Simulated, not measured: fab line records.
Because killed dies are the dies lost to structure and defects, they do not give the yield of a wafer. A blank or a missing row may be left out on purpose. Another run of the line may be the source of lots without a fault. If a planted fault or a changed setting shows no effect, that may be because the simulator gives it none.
Which of the tools did it?	flow gf180mcu	36 wafers sampled from 12 lots at 1 step of a route of 602

WHAT THE GAUGES READ, wafer by wafer
GF_STI_THK_MEAS_22.
lot	measured	on	STI_OXIDATION_01_THK (nm)
L075	day 2 09:03	filmMetro-03	14.8 15.0 14.9
L077	day 2 19:26	filmMetro-02	15.1 14.9 15.1
L079	day 3 05:32	filmMetro-02	15.1 15.3 15.5
L081	day 3 15:23	filmMetro-02	15.0 15.4 15.4
L083	day 4 01:49	filmMetro-01	15.6 15.3 15.4
L085	day 4 13:13	filmMetro-01	15.8 15.7 15.7
L087	day 4 23:56	filmMetro-02	15.4 15.7 15.4
L089	day 5 10:38	filmMetro-01	15.6 15.6 15.7
L091	day 5 19:10	filmMetro-01	15.0 14.8 15.0
L093	day 6 08:32	filmMetro-02	14.7 14.6 14.9
L095	day 6 17:55	filmMetro-02	15.2 15.3 15.2
L097	day 7 01:19	filmMetro-01	15.1 14.9 14.7

TOOL THAT RAN EACH LOT (tool first, then ch and the chambers of the sampled wafers, then the start)
The record shows no process step preceding these readings.

THE ANSWER, worked out from the rows above alone
Rule: the usual values come from the lots themselves. Put in order of their means at a reading, lots are off if they are a third of the lots or fewer, leave a main group of 4 or more, and stand apart from it by a gap of 3 or more times the standard deviation of the main group's means; of several such gaps the widest counts. If all means in a main group match to the digits the tables above print for the reading, that group is not used. A lot without any number at a reading at which 4 lots or more have one is off too. Any other lot the step has rows for is counted as sound.
No lot is off on any of the readings shown, so nothing can be concluded from this.

WHAT THE SIMULATOR HAD INSERTED
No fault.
